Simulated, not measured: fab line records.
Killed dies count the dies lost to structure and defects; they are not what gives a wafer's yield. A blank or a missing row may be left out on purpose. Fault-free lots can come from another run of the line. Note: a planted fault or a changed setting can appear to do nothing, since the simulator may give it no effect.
Matching of chambers    flow sky130    SKY_CONTACT_CMP_04 on cmp-01 has 4 sister chambers
The step polishes SiO2. 14 wafers are shown with their chamber, then 7 later ones without.

EACH WAFER AND ITS CHAMBER
wafer   chamber  motor_current_A (A)  time_to_endpoint_s (s)
L157.4  0        12.4                 86
L157.5  1        12.3                 91
L157.6  2        11.7                 91
L158.1  2        10.8                 88
L158.2  1        12.5                 84
L158.4  0        11.9                 79
L162.1  2        11.7                 80
L162.3  0        12.1                 85
L162.6  3        12.6                 82
L167.1  3        11.8                 87
L167.2  0        11.6                 82
L167.5  2        12.0                 86
L176.1  1        12.0                 81
L176.3  3        12.5                 80

SIGNATURES (averages over the wafers above)
reading             chamber 0  chamber 1  chamber 2  chamber 3  scatter within a chamber
motor_current_A     12.000     12.267     11.550     12.300     0.407
time_to_endpoint_s  83.00      85.33      86.25      83.00      4.16
Rule: distance of a wafer from a chamber = root of the sum over the readings of ((wafer's reading minus chamber's mean) / reading's scatter) squared. The wafer belongs to the nearest chamber; if the next one is less than 2 further off, it can't be placed. The scatter is the square root of a quotient: the sum, over the shown wafers, of each reading's squared deviation from its chamber's mean, divided by wafers minus chambers.

WAFERS WHOSE CHAMBER IS MISSING
wafer   motor_current_A (A)  time_to_endpoint_s (s)
L176.4  12.1                 75
L177.1  12.3                 85
L177.3  11.2                 84
L177.6  12.5                 86
L179.3  11.6                 86
L179.4  12.3                 91
L179.6  12.8                 87

EACH ONE'S CHAMBER
wafer   from the rows above                in truth
L176.4  can't be placed: 0 or 3 or 1 or 2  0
L177.1  can't be placed: 1 or 3 or 0 or 2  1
L177.3  can't be placed: 2 or 0 or 1 or 3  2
L177.6  can't be placed: 1 or 3 or 0 or 2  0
L179.3  can't be placed: 2 or 0 or 1 or 3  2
L179.4  can't be placed: 1 or 3 or 0 or 2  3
L179.6  can't be placed: 1 or 3 or 0 or 2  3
0 of 7 placed correctly. Not placeable from these rows: 7 (in 7, the candidates include the true chamber). Placed wrongly: 0.
